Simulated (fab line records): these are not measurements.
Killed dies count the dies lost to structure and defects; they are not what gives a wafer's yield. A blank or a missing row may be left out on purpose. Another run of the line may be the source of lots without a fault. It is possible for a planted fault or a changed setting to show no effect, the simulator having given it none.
Comparing a struck lot with a sound one | flow sfq line | 13 steps out of a route of 325
Sound: the wafers L300.4, L300.5, L300.6. Struck: wafers L310.2, L310.4, L310.5. The cause comes at the end.
Order at every step that has rows: each side's tool, ch and its chambers, its first start. Under that, the readings that differ: sound wafers | struck wafers | difference of the means | sigmas: that difference in standard deviations of wafers without a fault.
alike: a reading whose means differ by less than 2 such deviations, as well as words and numbers matching on both sides. not compared: withheld readings; readings where some wafer has no value; bounds like >300 that might hide an equal value; numbers whose values overlap and for which the record gives no deviation.
Wherever a step has rows on one side only, a row that says differs or no value, or a row with sigmas, the two part there. When numbers do not overlap yet have no deviation, they are printed without sigmas and do not part them. A reading that every wafer of one side lacks parts them only if that side has two wafers or more.

first, 1 step without rows for these wafers: SFQ_TRILAYER_JJ_TRILAYER_DEP_PRE_CLEAN_113 (time 22.5 s).
SFQ_TRILAYER_JJ_TRILAYER_DEP_SPUTTER_109: material Nb, target thk 150 nm, time 100 s.
  struck on pvd sputter-03, day 63 07:43; sound on pvd sputter-03, day 61 16:58
  alike: chamber pressure pa, throttle valve pct
SFQ_TRILAYER_JJ_TRILAYER_DEP_SPUTTER_110: material Al, target thk 8 nm, time 10 s.
  struck on pvd sputter-03, day 63 07:47; sound on pvd sputter-03, day 61 17:01
  alike: chamber pressure pa, throttle valve pct
then, 1 step without rows for these wafers: SFQ_TRILAYER_JJ_TRILAYER_DEP_AL_OXIDATION_111 (oxidation time 600 s).
SFQ_TRILAYER_JJ_TRILAYER_DEP_SPUTTER_112: material Nb, target thk 170 nm, time 113.3 s.
  struck on pvd sputter-03, day 63 08:48; sound on pvd sputter-03, day 61 18:04
  alike: chamber pressure pa, throttle valve pct
SFQ_JJ_RS_MEAS_929: measurement is done with a four-point probe.
  struck on film metro-01, day 63 08:54; sound on film metro-03, day 61 18:10
  alike: JJ_NB_RS
then, 5 steps without rows for these wafers: SFQ_TRILAYER_JJ_CE_LITHO_COAT_119 (resist thk 62 nm); SFQ_TRILAYER_JJ_CE_LITHO_COAT_114 (resist thk 600 nm); SFQ_TRILAYER_JJ_CE_LITHO_SOFTBAKE_118; SFQ_TRILAYER_JJ_CE_LITHO_EXPOSE_115 (exposes mask J5, target cd 700 nm); SFQ_TRILAYER_JJ_CE_LITHO_PEB_117 (peb time 60 s).
SFQ_TRILAYER_JJ_CE_LITHO_DEVELOP_116: time 60 s.
  struck on litho track-03, day 63 19:46; sound on litho track-04 ch 0, day 61 20:35
  no value came back on the struck wafers for chill plate temp C (C), exhaust pa (Pa); on the sound wafers chill plate temp C (C) reads 22.97 23.04 22.99
  reading                                                | sound           | struck            | difference | sigmas
  model.KrF_of_TRILAYER_JJ_CE_LITHO_COAT_114.thk nm (nm) | 573.5 574 573.7 | 597.8 598.5 599.9 | +25.0      |
SFQ_JJ_OVL_MEAS_931:
  struck on overlay-02, day 63 19:54; sound on overlay-01, day 61 20:41
  reading     | sound | struck | difference                    | sigmas
  J5_OVL (nm) | 7 4 2 | - - -  | no value on the struck wafers |

## WHERE THEY PART
At SFQ_TRILAYER_JJ_CE_LITHO_DEVELOP_116 first; at SFQ_JJ_OVL_MEAS_931 last (within this record only).

WHY: the cause the simulator had injected
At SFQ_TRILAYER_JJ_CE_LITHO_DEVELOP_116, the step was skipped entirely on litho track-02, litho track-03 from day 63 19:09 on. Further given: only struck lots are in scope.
